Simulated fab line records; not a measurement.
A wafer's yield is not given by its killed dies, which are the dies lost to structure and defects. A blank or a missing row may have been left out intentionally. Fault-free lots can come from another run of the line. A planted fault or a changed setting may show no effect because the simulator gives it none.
The tool behind it: which one? :: flow gf180mcu :: Sampling: 12 lots, 36 wafers, 3 of 602 route steps

== WHAT THE GAUGES READ, wafer by wafer ==
GF_M2_RS_MEAS_05: a four-point-probe measurement.
lot: L075
measured: day 19 04:29
on: film-metro-03
M2_ALCU_RS (ohm/sq): 0.0703 0.0699 0.0699

lot: L077
measured: day 19 10:33
on: film-metro-04
M2_ALCU_RS (ohm/sq): 0.0693 0.0700 0.0700

lot: L079
measured: day 20 15:18
on: film-metro-04
M2_ALCU_RS (ohm/sq): 0.0693 0.0689 0.0692

lot: L080
measured: day 21 03:05
on: film-metro-03
M2_ALCU_RS (ohm/sq): 0.0689 0.0712 0.0704

lot: L083
measured: day 21 19:52
on: film-metro-03
M2_ALCU_RS (ohm/sq): 0.0681 0.0690 0.0682

lot: L085
measured: day 22 09:17
on: film-metro-03
M2_ALCU_RS (ohm/sq): 0.0697 0.0706 0.0704

lot: L087
measured: day 23 00:38
on: film-metro-02
M2_ALCU_RS (ohm/sq): 0.0692 0.0691 0.0693

lot: L089
measured: day 23 15:53
on: film-metro-03
M2_ALCU_RS (ohm/sq): 0.0689 0.0712 0.0698

lot: L091
measured: day 24 11:09
on: film-metro-04
M2_ALCU_RS (ohm/sq): 0.0685 0.0701 0.0698

lot: L093
measured: day 24 19:58
on: film-metro-02
M2_ALCU_RS (ohm/sq): 0.0709 0.0691 0.0707

lot: L095
measured: day 25 15:23
on: film-metro-03
M2_ALCU_RS (ohm/sq): 0.0716 0.0707 0.0708

lot: L097
measured: day 25 22:23
on: film-metro-02
M2_ALCU_RS (ohm/sq): 0.0707 0.0698 0.0695

== TOOL THAT RAN EACH LOT (tool first, then ch and the chambers of the sampled wafers, then the start) ==
lot: L075
GF_CONTACT_ETCH_17: rie-diel-02 ch 0,3, day 19 04:25 or earlier
GF_M2_SPUTTER_04: pvd-sputter-03, day 19 04:25

lot: L077
GF_CONTACT_ETCH_17: rie-diel-02 ch 0,1,2, day 19 10:31 or earlier
GF_M2_SPUTTER_04: pvd-sputter-04, day 19 10:31

lot: L079
GF_CONTACT_ETCH_17: rie-diel-03 ch 0,1,3, day 20 15:16 or earlier
GF_M2_SPUTTER_04: pvd-sputter-03, day 20 15:16

lot: L080
GF_CONTACT_ETCH_17: rie-diel-03 ch 0,1,3, day 21 03:01 or earlier
GF_M2_SPUTTER_04: pvd-sputter-04, day 21 03:01

lot: L083
GF_CONTACT_ETCH_17: rie-diel-01 ch 0,1,2, day 21 19:49 or earlier
GF_M2_SPUTTER_04: pvd-sputter-03, day 21 19:49

lot: L085
GF_CONTACT_ETCH_17: rie-diel-01 ch 0,1, day 22 09:12 or earlier
GF_M2_SPUTTER_04: pvd-sputter-03, day 22 09:12

lot: L087
GF_CONTACT_ETCH_17: rie-diel-01 ch 0,3, day 23 00:34 or earlier
GF_M2_SPUTTER_04: pvd-sputter-03, day 23 00:34

lot: L089
GF_CONTACT_ETCH_17: rie-diel-01 ch 1,2,3, day 23 15:51 or earlier
GF_M2_SPUTTER_04: pvd-sputter-04, day 23 15:51

lot: L091
GF_CONTACT_ETCH_17: rie-diel-02 ch 0,2,3, day 24 11:07 or earlier
GF_M2_SPUTTER_04: pvd-sputter-04, day 24 11:07

lot: L093
GF_CONTACT_ETCH_17: rie-diel-03 ch 0,2,3, day 24 19:55 or earlier
GF_M2_SPUTTER_04: pvd-sputter-01, day 24 19:55

lot: L095
GF_CONTACT_ETCH_17: rie-diel-01 ch 0,1,3, day 25 15:20 or earlier
GF_M2_SPUTTER_04: pvd-sputter-04, day 25 15:20

lot: L097
GF_CONTACT_ETCH_17: rie-diel-03 ch 0,1,3, day 25 22:19 or earlier
GF_M2_SPUTTER_04: pvd-sputter-03, day 25 22:19
- GF_CONTACT_ETCH_17: etches SiO2 in C4F8/O2/Ar, stops on CoSi2, target depth 860 nm.
- GF_M2_SPUTTER_04: material TiN, target thk 50 nm, time 41.7 s.

== THE ANSWER, worked out from the rows above alone ==
Rule: the lots themselves supply what counts as usual. The widest of any qualifying gaps counts: lots, ordered by their means at a reading, are off when they make up no more than a third of the lots, leave a main group of 4 or more, and stand apart from it by 3 or more times the standard deviation of that group's means. The tables above print the reading to a certain number of digits; a main group whose means all agree to those digits is not used. A lot without any number at a reading at which 4 lots or more have one is off too. The other lots that the step has rows for count as sound.
Nothing can be told from this: no lot is off at any reading shown.

== WHAT THE SIMULATOR PUT IN ==
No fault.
